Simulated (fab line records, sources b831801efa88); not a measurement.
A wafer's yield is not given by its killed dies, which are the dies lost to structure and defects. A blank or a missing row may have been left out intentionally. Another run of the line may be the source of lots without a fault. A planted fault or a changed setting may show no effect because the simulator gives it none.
Problem report, 8D (eight disciplines) form, completed by code    flow sky130    the parts of the form that need people (team, actions taken, sign-off) are left out

## 1. THE PROBLEM
On 2 wafers of 1 lot, heater power total W at SKY_CAP2M_SOFTBAKE_08 has a mean of 58.55 W; fault-free wafers read 56.59 W, standard deviation 0.04. That is +49 standard deviations from the usual mean.
The step: time 60 s.
Earliest sighting: wafer L998.1 on litho track-03 at day 43 07:56. The record has a number at this step for 15 wafers belonging to 5 lots. By rule, "out" or "out of limits" means more than 4 standard deviations away from the usual mean. The rest of the wafers with a number are treated as sound.

## 2. WHAT IT IS; WHAT IT IS NOT
question                     is                                  is not
which readings at this step  heater power total W, run length s  -
which lots                   L998                                L106, L110, L990, L991
which wafers of those lots   L998.1, L998.6                      L998.3
read on which tools          litho track-03                      litho track-02, litho track-04
when                         from day 43 07:56                   up to then (7 sound wafers); but 6 sound wafers of L106, L110 came after

## 3. THE SUSPECTS, EACH WITH WHAT RULES IT OUT
Counting: a tool at a process step up to the reading stays a suspect if it ran every lot that is out. Sound lots after the first of them don't rule it out here, since some wafers of a struck lot are sound.
- pvd sputter-03 at SKY_METAL4_SPUTTER_01 (material TiN, target thk 20 nm, time 16.7 s): kept. L998, the lot that is out, went through it at day 42 20:26; up to then, the latest sound lot through it was L991 at day 40 23:40.
- pvd sputter-03 at SKY_METAL4_SPUTTER_02 (material AlCu, target thk 735 nm, time 39.1 s): kept. L998, the lot that is out, went through it at day 42 20:28; up to then, the latest sound lot through it was L991 at day 40 23:41.
- pvd sputter-03 at SKY_METAL4_SPUTTER_03 (material Ti, target thk 5 nm, time 3.3 s): kept. L998, the lot that is out, went through it at day 42 20:30; up to then, the latest sound lot through it was L991 at day 40 23:44.
- pvd sputter-03 at SKY_METAL4_SPUTTER_04 (material TiN, target thk 70 nm, time 58.3 s): kept. L998, the lot that is out, went through it at day 42 20:31; up to then, the latest sound lot through it was L991 at day 40 23:45.
- pecvd-01 at SKY_CAP2M_CVD_00 (deposits SiO2, target thk 15.5 nm): kept. L998, the lot that is out, went through it at day 42 20:34; up to then, the latest sound lot through it was L991 at day 40 23:48.
- litho track-03 at SKY_CAP2M_SOFTBAKE_08 (time 60 s): kept. L998, the lot that is out, went through it at day 43 07:56; up to then, the latest sound lot through it was L990 at day 41 02:55. Its own heater power total W, run length s readings are out on those wafers.
- The sound lot-mates ran in chamber 0 of pecvd-01 at SKY_CAP2M_CVD_00, but the wafers that are out ran in chamber 2.
Left after counting: pvd sputter-03 at SKY_METAL4_SPUTTER_01, pvd sputter-03 at SKY_METAL4_SPUTTER_02, pvd sputter-03 at SKY_METAL4_SPUTTER_03, pvd sputter-03 at SKY_METAL4_SPUTTER_04, pecvd-01 at SKY_CAP2M_CVD_00, litho track-03 at SKY_CAP2M_SOFTBAKE_08.

## 4. THE CAUSE (what the simulator had put in)
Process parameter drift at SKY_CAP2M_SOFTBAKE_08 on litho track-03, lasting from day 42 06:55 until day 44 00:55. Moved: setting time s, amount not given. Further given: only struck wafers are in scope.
6 suspects survive the count, and this tool is in that group.

## 5. THE CHAIN OF EFFECTS, in route order
One row per reading whose mean, taken over the struck wafers that have a number, lies over 3 standard deviations from the usual. Readings are gone through only where the record gives a usual standard deviation; hours: the median, over the lots, of the time from a lot's start at the first step in this table giving one to that lot's start at this step; sigmas: the change measured in usual standard deviations.
hours  step                   reading               usual    on struck wafers  change  sigmas
0      SKY_CAP2M_SOFTBAKE_08  heater power total W  56.59 W  58.55             +1.96   +49
0      SKY_CAP2M_SOFTBAKE_08  run length s          89.25 s  82.84             -6.41   -26
Here are the process steps it includes:
- SKY_CAP2M_SOFTBAKE_08: time 60 s.
Readings that are blank on the struck wafers while sound wafers have them: plate temp C at SKY_CAP2M_SOFTBAKE_08.

## 6. WHAT WOULD HAVE CAUGHT IT SOONER
The fault began at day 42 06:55; the first out-of-limits reading in this record came at day 43 07:56, 25 hours later.
